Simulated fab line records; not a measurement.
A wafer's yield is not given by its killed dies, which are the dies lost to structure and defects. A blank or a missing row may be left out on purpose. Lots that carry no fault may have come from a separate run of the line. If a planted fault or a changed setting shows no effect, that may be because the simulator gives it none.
What tool caused it? / flow gf180mcu / 42 wafers from 14 lots sampled at 5 of the route's 602 steps

WHAT THE GAUGES READ, wafer by wafer
GF_HV_LDD_TW_MEAS_23. Usual: HV_LDD_2_TW gives 1047 (standard deviation 13).
lot=L292; measured=day 11 09:48; on=film metro-03; HV_LDD_2_TW=1052 1053 1052; flag=
lot=L294; measured=day 11 17:08; on=film metro-02; HV_LDD_2_TW=1022 1024 1028; flag=
lot=L297; measured=day 12 22:38; on=film metro-01; HV_LDD_2_TW=1059 1058 1057; flag=
lot=L296; measured=day 12 23:01; on=film metro-03; HV_LDD_2_TW=1042 1040 1041; flag=
lot=L298; measured=day 13 03:31; on=film metro-03; HV_LDD_2_TW=1057 1058 1059; flag=
lot=L299; measured=day 13 07:56; on=film metro-01; HV_LDD_2_TW=1060 1062 1063; flag=
lot=L300; measured=day 13 22:47; on=film metro-01; HV_LDD_2_TW=1063 1064 1059; flag=
lot=L301; measured=day 14 05:17; on=film metro-02; HV_LDD_2_TW=1038 1040 1035; flag=
lot=L303; measured=day 14 12:56; on=film metro-03; HV_LDD_2_TW=1049 1054 1060; flag=
lot=L308; measured=day 16 15:17; on=film metro-02; HV_LDD_2_TW=1039 1039 1033; flag=
lot=L309; measured=day 16 15:41; on=film metro-01; HV_LDD_2_TW=1063 1062 1062; flag=
lot=L311; measured=day 17 15:17; on=film metro-01; HV_LDD_2_TW=1055 1061 1058; flag=
lot=L312; measured=day 17 20:26; on=film metro-02; HV_LDD_2_TW=1037 1034 1038; flag=
lot=L314; measured=day 18 08:02; on=film metro-01; HV_LDD_2_TW=1062 1060 1056; flag=

GF_HV_LDD_THK_MEAS_55. Usual: HV_LDD_CVD_54_THK gives 10.05 nm (standard deviation 0.16).
lot=L292; measured=day 13 00:22; on=film metro-02; HV_LDD_CVD_54_THK (nm)=10.03 10.00 10.01; flag=
lot=L294; measured=day 13 09:33; on=film metro-02; HV_LDD_CVD_54_THK (nm)=10.04 10.02 10.04; flag=
lot=L297; measured=day 14 15:53; on=film metro-01; HV_LDD_CVD_54_THK (nm)=10.14 10.28 10.09; flag=
lot=L296; measured=day 14 15:59; on=film metro-02; HV_LDD_CVD_54_THK (nm)=10.04 10.17 10.17; flag=
lot=L298; measured=day 14 21:47; on=film metro-02; HV_LDD_CVD_54_THK (nm)=10.04 10.08 10.11; flag=
lot=L299; measured=day 15 01:29; on=film metro-02; HV_LDD_CVD_54_THK (nm)=10.27 10.25 10.11; flag=
lot=L300; measured=day 15 17:31; on=film metro-01; HV_LDD_CVD_54_THK (nm)=10.05 10.08 10.03; flag=
lot=L301; measured=day 16 01:52; on=film metro-01; HV_LDD_CVD_54_THK (nm)=10.04 10.13 10.04; flag=
lot=L303; measured=day 16 08:54; on=film metro-01; HV_LDD_CVD_54_THK (nm)=9.86 9.68 9.89; flag=
lot=L308; measured=day 18 15:54; on=film metro-02; HV_LDD_CVD_54_THK (nm)=9.96 10.00 10.03; flag=
lot=L309; measured=day 18 17:37; on=film metro-03; HV_LDD_CVD_54_THK (nm)=10.18 10.15 10.07; flag=
lot=L311; measured=day 19 17:55; on=film metro-02; HV_LDD_CVD_54_THK (nm)=9.99 9.94 9.79; flag=
lot=L312; measured=day 19 23:04; on=film metro-03; HV_LDD_CVD_54_THK (nm)=10.00 10.05 10.10; flag=
lot=L314; measured=day 20 11:11; on=film metro-03; HV_LDD_CVD_54_THK (nm)=9.68 9.79 9.70; flag=

GF_PSD_RS_MEAS_14: uses a four-point probe to measure. Usual: NSD_RS gives 46.14 ohm/sq (standard deviation 0.083).
lot=L292; measured=day 14 17:00; on=film metro-04; NSD_RS (ohm/sq)=46.10 45.87 46.05; flag=
lot=L294; measured=day 15 03:29; on=film metro-01; NSD_RS (ohm/sq)=46.19 46.22 46.20; flag=
lot=L297; measured=day 16 12:59; on=film metro-01; NSD_RS (ohm/sq)=46.22 46.13 46.12; flag=
lot=L296; measured=day 16 13:28; on=film metro-04; NSD_RS (ohm/sq)=46.19 45.96 46.22; flag=
lot=L298; measured=day 16 19:01; on=film metro-02; NSD_RS (ohm/sq)=46.29 46.25 46.15; flag=
lot=L299; measured=day 16 22:32; on=film metro-04; NSD_RS (ohm/sq)=46.22 46.28 46.23; flag=
lot=L300; measured=day 17 16:31; on=film metro-02; NSD_RS (ohm/sq)=46.15 46.10 46.17; flag=
lot=L301; measured=day 18 00:56; on=film metro-04; NSD_RS (ohm/sq)=46.98 46.98 47.00; flag=OFF
lot=L303; measured=day 18 07:32; on=film metro-04; NSD_RS (ohm/sq)=47.02 46.99 46.91; flag=OFF
lot=L308; measured=day 20 18:57; on=film metro-02; NSD_RS (ohm/sq)=46.11 46.03 46.06; flag=
lot=L309; measured=day 20 22:24; on=film metro-02; NSD_RS (ohm/sq)=46.24 46.21 46.23; flag=
lot=L311; measured=day 21 21:11; on=film metro-04; NSD_RS (ohm/sq)=46.09 46.25 46.27; flag=
lot=L312; measured=day 22 03:10; on=film metro-04; NSD_RS (ohm/sq)=46.19 46.17 46.19; flag=
lot=L314; measured=day 22 13:29; on=film metro-02; NSD_RS (ohm/sq)=46.03 45.93 45.98; flag=

GF_SALICIDE_THK_MEAS_05: measures by xrf. Usual: SALICIDE_TIN_THK gives 20.07 nm (standard deviation 0.26).
lot=L292; measured=day 15 14:52; on=film metro-03; SALICIDE_TIN_THK (nm)=19.95 19.94 20.10; flag=
lot=L294; measured=day 16 02:07; on=film metro-03; SALICIDE_TIN_THK (nm)=20.03 20.13 20.21; flag=
lot=L297; measured=day 17 12:28; on=film metro-01; SALICIDE_TIN_THK (nm)=19.81 19.89 19.79; flag=
lot=L296; measured=day 17 12:53; on=film metro-04; SALICIDE_TIN_THK (nm)=20.12 19.98 20.05; flag=
lot=L298; measured=day 17 17:56; on=film metro-01; SALICIDE_TIN_THK (nm)=20.24 20.21 20.20; flag=
lot=L299; measured=day 17 22:10; on=film metro-04; SALICIDE_TIN_THK (nm)=20.05 19.87 19.74; flag=
lot=L300; measured=day 18 17:07; on=film metro-03; SALICIDE_TIN_THK (nm)=20.57 20.31 20.78; flag=
lot=L301; measured=day 19 01:32; on=film metro-03; SALICIDE_TIN_THK (nm)=19.85 20.07 19.86; flag=
lot=L303; measured=day 19 08:07; on=film metro-04; SALICIDE_TIN_THK (nm)=20.38 20.38 20.16; flag=
lot=L308; measured=day 21 19:24; on=film metro-04; SALICIDE_TIN_THK (nm)=20.34 20.16 20.70; flag=
lot=L309; measured=day 21 22:46; on=film metro-04; SALICIDE_TIN_THK (nm)=20.30 19.87 19.98; flag=
lot=L311; measured=day 22 20:58; on=film metro-01; SALICIDE_TIN_THK (nm)=20.15 19.94 20.04; flag=
lot=L312; measured=day 23 02:48; on=film metro-03; SALICIDE_TIN_THK (nm)=20.25 20.56 20.10; flag=
lot=L314; measured=day 23 12:29; on=film metro-04; SALICIDE_TIN_THK (nm)=20.03 20.60 20.17; flag=

EACH LOT AND THE TOOL THAT RAN IT (in order: tool; ch and the chambers of the sampled wafers; start)
lot=L292; GF_NSD_IMPLANT_10=implanter-03 ch 0, day 13 21:39
lot=L294; GF_NSD_IMPLANT_10=implanter-03 ch 0, day 14 06:14
lot=L297; GF_NSD_IMPLANT_10=implanter-02 ch 0, day 15 14:23
lot=L296; GF_NSD_IMPLANT_10=implanter-02 ch 0, day 15 14:49
lot=L298; GF_NSD_IMPLANT_10=implanter-02 ch 0, day 15 20:23
lot=L299; GF_NSD_IMPLANT_10=implanter-02 ch 0, day 16 00:28
lot=L300; GF_NSD_IMPLANT_10=implanter-03 ch 0, day 16 16:53
lot=L301; GF_NSD_IMPLANT_10=implanter-03 ch 0, day 17 01:37
lot=L303; GF_NSD_IMPLANT_10=implanter-03 ch 0, day 17 08:02
lot=L308; GF_NSD_IMPLANT_10=implanter-01 ch 0, day 19 17:50
lot=L309; GF_NSD_IMPLANT_10=implanter-02 ch 0, day 19 20:45
lot=L311; GF_NSD_IMPLANT_10=implanter-01 ch 0, day 20 20:47
lot=L312; GF_NSD_IMPLANT_10=implanter-01 ch 0, day 21 02:35
lot=L314; GF_NSD_IMPLANT_10=implanter-02 ch 0, day 21 13:28
- GF_NSD_IMPLANT_10

AS READ BY THE TOOLS THEMSELVES (means over the sampled wafers that have a number; for cases with no such wafer, the mark the record gives instead)
GF_NSD_IMPLANT_10. Usual: end station pressure torr at 7.3e-06 Torr, with a standard deviation of 3.9e-07.
lot=L292; tool=implanter-03; end station pressure torr (Torr)=7.1e-06; flag=
lot=L294; tool=implanter-03; end station pressure torr (Torr)=7.1e-06; flag=
lot=L297; tool=implanter-02; end station pressure torr (Torr)=7.7e-06; flag=
lot=L296; tool=implanter-02; end station pressure torr (Torr)=7.3e-06; flag=
lot=L298; tool=implanter-02; end station pressure torr (Torr)=7.5e-06; flag=
lot=L299; tool=implanter-02; end station pressure torr (Torr)=7.2e-06; flag=
lot=L300; tool=implanter-03; end station pressure torr (Torr)=7.3e-06; flag=
lot=L301; tool=implanter-03; end station pressure torr (Torr)=7.2e-06; flag=
lot=L303; tool=implanter-03; end station pressure torr (Torr)=7.3e-06; flag=
lot=L308; tool=implanter-01; end station pressure torr (Torr)=6.9e-06; flag=
lot=L309; tool=implanter-02; end station pressure torr (Torr)=7.1e-06; flag=
lot=L311; tool=implanter-01; end station pressure torr (Torr)=7.0e-06; flag=
lot=L312; tool=implanter-01; end station pressure torr (Torr)=7.0e-06; flag=
lot=L314; tool=implanter-02; end station pressure torr (Torr)=7.2e-06; flag=

THE ANSWER, worked out from the rows above alone
Rule: lot off if the mean of its wafers having a number is beyond 3 standard deviations from the usual mean. Also off: a lot with no number at a reading for which 4 or more lots have one. All remaining lots with rows at the step are treated as sound. The gauges are gone through in route order, then the tools' own readings, and for those a lot's mean is taken as printed above. At the first step where some lot is off, the reading lying furthest off is the one used; lots without a number count as furthest.
Off: L301, L303, seen at GF_PSD_RS_MEAS_14 (NSD_RS).
If a tool, at a process step before that reading, ran all the lots that are off and no sound lot after the first of them, it fits. Gauges at GF_PSD_RS_MEAS_14: tried the same way as those tools. One fits: implanter-03 at GF_NSD_IMPLANT_10. A fault onset in the window from L300 (day 16 16:53, its last sound lot) to L301 (day 17 01:37, its first lot off) fits.

WHAT THE SIMULATOR HAD INSERTED
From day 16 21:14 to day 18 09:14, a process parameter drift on implanter-03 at GF_NSD_IMPLANT_10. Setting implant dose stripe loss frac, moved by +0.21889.
Struck lots among those shown: L301, L303. The rule above found the same.
